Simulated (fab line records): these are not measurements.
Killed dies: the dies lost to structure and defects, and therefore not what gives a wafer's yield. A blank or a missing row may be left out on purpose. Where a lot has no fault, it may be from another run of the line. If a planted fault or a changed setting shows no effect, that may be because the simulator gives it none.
The tool behind it: which one? | flow gf180mcu | 18 wafers from 6 lots sampled at 4 of the route's 602 steps

WHAT THE GAUGES SHOWED, per wafer
GF_V3_THK_MEAS_03.
lot  | measured     | on            | V3_CVD_02_THK (nm)
L215 | day 22 01:17 | film metro-04 | 834 860 859
L219 | day 23 09:35 | film metro-04 | 864 858 867
L222 | day 24 12:23 | film metro-03 | 839 856 868
L225 | day 25 17:26 | film metro-04 | 835 842 845
L234 | day 28 01:11 | film metro-03 | 853 846 852
L237 | day 28 16:59 | film metro-01 | 840 840 856

WHICH TOOL RAN EACH LOT (tool, then ch and the chambers of the sampled wafers, then the start)
lot  | GF_M3_SPUTTER_02             | GF_M3_SPUTTER_03             | GF_V3_CVD_02
L215 | pvd sputter-01, day 21 00:08 | pvd sputter-01, day 21 00:10 | pecvd-01 ch 0,1,2, day 22 01:13
L219 | pvd sputter-01, day 22 09:41 | pvd sputter-01, day 22 09:43 | pecvd-04 ch 0,2, day 23 09:30
L222 | pvd sputter-04, day 23 13:21 | pvd sputter-04, day 23 13:23 | pecvd-02 ch 0,1, day 24 12:19
L225 | pvd sputter-01, day 24 18:50 | pvd sputter-01, day 24 18:52 | pecvd-01 ch 0,1, day 25 17:22
L234 | pvd sputter-01, day 27 04:23 | pvd sputter-01, day 27 04:25 | pecvd-01 ch 0,1,2, day 28 01:07
L237 | pvd sputter-04, day 27 20:55 | pvd sputter-04, day 27 20:56 | pecvd-04 ch 0,1,2, day 28 16:54
- GF_M3_SPUTTER_02: material AlCu, target thk 450 nm, time 23.9 s.
- GF_M3_SPUTTER_03: material Ti, target thk 10 nm, time 6.7 s.
- GF_V3_CVD_02: deposits SiO2 from TEOS, target thk 850 nm, time 94.851 s.

THE ANSWER, worked out from the rows above alone
Rule: what is usual is taken from the lots themselves. Put in order of their means at a reading, lots are off if they are a third of the lots or fewer, leave a main group of 4 or more, and stand apart from it by a gap of 3 or more times the standard deviation of the main group's means; of several such gaps the widest counts. If all means in a main group match to the digits the tables above print for the reading, that group is not used. A lot without any number at a reading at which 4 lots or more have one is off too. All remaining lots with rows at the step are treated as sound.
None of the lots is off at any reading shown; this tells nothing.

WHAT HAD BEEN PUT IN BY THE SIMULATOR
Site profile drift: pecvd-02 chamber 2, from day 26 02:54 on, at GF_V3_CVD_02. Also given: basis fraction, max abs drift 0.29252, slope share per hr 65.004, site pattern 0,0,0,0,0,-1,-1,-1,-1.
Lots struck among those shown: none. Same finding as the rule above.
